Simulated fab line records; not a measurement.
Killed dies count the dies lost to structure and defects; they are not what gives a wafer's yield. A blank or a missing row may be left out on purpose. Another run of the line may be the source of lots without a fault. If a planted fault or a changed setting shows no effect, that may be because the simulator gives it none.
Matching of chambers + flow gf180mcu + rie-diel-04 running GF_V2_ETCH_16: 4 sister chambers
The step etches BARC in N2/H2. 4 wafers are shown with their chamber, then 8 later ones without.

== WAFERS, EACH WITH ITS CHAMBER ==
| wafer  | chamber | drypump-motor-current-A (A) |
|--------|---------|-----------------------------|
| L082.3 | 3       | 6.0                         |
| L086.5 | 1       | 5.5                         |
| L086.6 | 2       | 5.9                         |
| L089.1 | 0       | 6.0                         |

== WAFERS WHOSE CHAMBER IS MISSING ==
| wafer  | drypump-motor-current-A (A) |
|--------|-----------------------------|
| L089.2 | 5.6                         |
| L089.6 | 5.5                         |
| L090.1 | 5.9                         |
| L090.3 | 6.1                         |
| L090.6 | 5.5                         |
| L091.1 | 5.9                         |
| L091.2 | 6.0                         |
| L091.5 | 5.9                         |

== WHICH CHAMBER EACH WENT THROUGH ==
| wafer  | from the rows above     | in truth |
|--------|-------------------------|----------|
| L089.2 | 1                       | 1        |
| L089.6 | 1                       | 1        |
| L090.1 | 2                       | 2        |
| L090.3 | can't be placed: 0 or 3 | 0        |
| L090.6 | 1                       | 1        |
| L091.1 | 2                       | 2        |
| L091.2 | can't be placed: 0 or 3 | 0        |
| L091.5 | 2                       | 2        |
6 of 8 placed correctly. These rows do not allow placing 2 (true chamber among the candidates in 2). 0 placed wrongly.
How it was worked out, from the rows above alone: a wafer's distance from a chamber is the root of the sum, over the readings, of the square of ((its reading less the chamber's mean) divided by the reading's scatter). The wafer belongs to the nearest chamber; if the next one is less than 2 further off, it can't be placed. A chamber's mean is the mean of its shown wafers. The scatter: root of mean squared gap, hidden wafer to nearest shown wafer, with one shown wafer a chamber.
